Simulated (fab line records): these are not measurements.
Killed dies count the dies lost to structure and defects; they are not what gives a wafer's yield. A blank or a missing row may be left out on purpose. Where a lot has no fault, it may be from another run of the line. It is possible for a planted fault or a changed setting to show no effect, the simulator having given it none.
Which of the tools did it? ; flow gf180mcu ; Sampling: 24 lots, 72 wafers, 3 of 602 route steps

WHAT THE GAUGES READ, wafer by wafer
GF_M3_RS_MEAS_05: the measuring method here is four-point-probe.
lot;measured;on;M3_ALCU_RS (ohm/sq)
L074;day 20 07:10;film-metro-04;0.0700 0.0692 0.0687
L075;day 20 14:40;film-metro-01;0.0703 0.0695 0.0708
L076;day 20 20:22;film-metro-01;0.0688 0.0701 0.0702
L077;day 21 15:12;film-metro-04;0.0679 0.0681 0.0688
L078;day 21 21:33;film-metro-01;0.0688 0.0696 0.0691
L079;day 22 01:38;film-metro-01;0.0699 0.0695 0.0697
L080;day 22 15:50;film-metro-04;0.0694 0.0703 0.0710
L081;day 23 02:45;film-metro-03;0.0695 0.0695 0.0691
L082;day 23 05:58;film-metro-04;0.0692 0.0699 0.0694
L083;day 23 18:30;film-metro-04;0.0711 0.0697 0.0701
L084;day 24 01:15;film-metro-01;0.0704 0.0696 0.0699
L085;day 24 07:33;film-metro-04;0.0698 0.0702 0.0703
L086;day 24 15:17;film-metro-01;0.0700 0.0700 0.0696
L087;day 25 00:46;film-metro-04;0.0703 0.0705 0.0711
L088;day 25 06:50;film-metro-04;0.0696 0.0685 0.0686
L089;day 25 19:46;film-metro-03;0.0704 0.0700 0.0714
L090;day 25 21:45;film-metro-04;0.0692 0.0690 0.0691
L091;day 26 03:13;film-metro-01;0.0687 0.0691 0.0689
L092;day 26 12:11;film-metro-04;0.0706 0.0705 0.0698
L093;day 26 21:38;film-metro-03;0.0701 0.0690 0.0688
L094;day 27 06:10;film-metro-03;0.0694 0.0696 0.0705
L095;day 27 11:06;film-metro-04;0.0699 0.0703 0.0709
L096;day 27 20:11;film-metro-03;0.0705 0.0707 0.0698
L097;day 28 04:48;film-metro-01;0.0697 0.0702 0.0702

TOOL THAT RAN EACH LOT (tool first, then ch and the chambers of the sampled wafers, then the start)
lot;GF_M2_SPUTTER_00;GF_M2_SPUTTER_02
L074;pvd-sputter-03, day 18 04:20;pvd-sputter-03, day 18 04:28
L075;pvd-sputter-04, day 18 10:13;pvd-sputter-04, day 18 10:21
L076;pvd-sputter-04, day 18 16:09;pvd-sputter-04, day 18 16:17
L077;pvd-sputter-03, day 19 11:40;pvd-sputter-03, day 19 11:47
L078;pvd-sputter-01, day 19 19:04;pvd-sputter-01, day 19 19:12
L079;pvd-sputter-04, day 19 21:56;pvd-sputter-04, day 19 22:04
L080;pvd-sputter-04, day 20 12:39;pvd-sputter-04, day 20 12:47
L081;pvd-sputter-04, day 20 23:58;pvd-sputter-04, day 21 00:05
L082;pvd-sputter-03, day 21 04:32;pvd-sputter-03, day 21 04:40
L083;pvd-sputter-01, day 21 15:37;pvd-sputter-01, day 21 15:45
L084;pvd-sputter-04, day 22 00:05;pvd-sputter-04, day 22 00:13
L085;pvd-sputter-04, day 22 07:29;pvd-sputter-04, day 22 07:37
L086;pvd-sputter-03, day 22 15:55;pvd-sputter-03, day 22 16:02
L087;pvd-sputter-04, day 23 00:52;pvd-sputter-04, day 23 01:00
L088;pvd-sputter-01, day 23 07:06;pvd-sputter-01, day 23 07:14
L089;pvd-sputter-03, day 23 21:13;pvd-sputter-03, day 23 21:21
L090;pvd-sputter-01, day 23 23:22;pvd-sputter-01, day 23 23:29
L091;pvd-sputter-03, day 24 05:16;pvd-sputter-03, day 24 05:23
L092;pvd-sputter-03, day 24 14:45;pvd-sputter-03, day 24 14:53
L093;pvd-sputter-01, day 24 23:47;pvd-sputter-01, day 24 23:55
L094;pvd-sputter-04, day 25 09:19;pvd-sputter-04, day 25 09:26
L095;pvd-sputter-04, day 25 13:46;pvd-sputter-04, day 25 13:53
L096;pvd-sputter-01, day 25 23:32;pvd-sputter-01, day 25 23:40
L097;pvd-sputter-03, day 26 08:39;pvd-sputter-03, day 26 08:47
- GF_M2_SPUTTER_00: material Ti, target thk 37.5 nm, time 150 s.
- GF_M2_SPUTTER_02: material AlCu, target thk 450 nm, time 23.9 s.

WHAT THE TOOLS THEMSELVES READ (means of the sampled wafers that have a number; where no wafer has one, the mark that the record gives instead)
GF_M2_SPUTTER_00.
lot;tool;substrate-temp-c (C);throttle-valve-pct (%)
L074;pvd-sputter-03;200.02;29.6
L075;pvd-sputter-04;199.95;29.6
L076;pvd-sputter-04;199.97;29.7
L077;pvd-sputter-03;199.88;31.1
L078;pvd-sputter-01;200.07;29.7
L079;pvd-sputter-04;199.94;29.8
L080;pvd-sputter-04;199.86;29.8
L081;pvd-sputter-04;199.88;29.8
L082;pvd-sputter-03;199.85;31.1
L083;pvd-sputter-01;200.09;30.6
L084;pvd-sputter-04;200.01;30.1
L085;pvd-sputter-04;200.03;29.9
L086;pvd-sputter-03;200.12;29.6
L087;pvd-sputter-04;200.10;29.7
L088;pvd-sputter-01;199.88;29.8
L089;pvd-sputter-03;199.90;30.3
L090;pvd-sputter-01;200.04;29.7
L091;pvd-sputter-03;200.06;29.4
L092;pvd-sputter-03;200.01;29.5
L093;pvd-sputter-01;199.92;29.8
L094;pvd-sputter-04;199.88;29.9
L095;pvd-sputter-04;199.90;29.8
L096;pvd-sputter-01;199.90;29.8
L097;pvd-sputter-03;199.96;31.0

GF_M2_SPUTTER_02.
lot;tool;throttle-valve-pct (%)
L074;pvd-sputter-03;29.6
L075;pvd-sputter-04;29.6
L076;pvd-sputter-04;29.7
L077;pvd-sputter-03;31.3
L078;pvd-sputter-01;29.9
L079;pvd-sputter-04;29.8
L080;pvd-sputter-04;29.8
L081;pvd-sputter-04;29.9
L082;pvd-sputter-03;30.9
L083;pvd-sputter-01;30.6
L084;pvd-sputter-04;30.0
L085;pvd-sputter-04;29.9
L086;pvd-sputter-03;29.6
L087;pvd-sputter-04;29.8
L088;pvd-sputter-01;29.9
L089;pvd-sputter-03;30.5
L090;pvd-sputter-01;30.0
L091;pvd-sputter-03;29.5
L092;pvd-sputter-03;29.6
L093;pvd-sputter-01;29.8
L094;pvd-sputter-04;30.1
L095;pvd-sputter-04;29.6
L096;pvd-sputter-01;29.8
L097;pvd-sputter-03;31.0

THE ANSWER, worked out from the rows above alone
Rule: the lots themselves supply what counts as usual. The widest of any qualifying gaps counts: lots, ordered by their means at a reading, are off when they make up no more than a third of the lots, leave a main group of 4 or more, and stand apart from it by 3 or more times the standard deviation of that group's means. A main group whose means are all the same, to the digits that the tables above print for the reading, isn't used. A lot without any number at a reading at which 4 lots or more have one is off too. The other lots that the step has rows for count as sound. First the gauges in route order, then the tools' own readings, where a lot's mean is used as printed above. The first step at which some lot is off is used, and at that step the reading that is off furthest; a lot without a number counts as furthest.
Across all readings shown, no lot is off: no conclusion can be drawn from this.

WHAT THE SIMULATOR PUT IN
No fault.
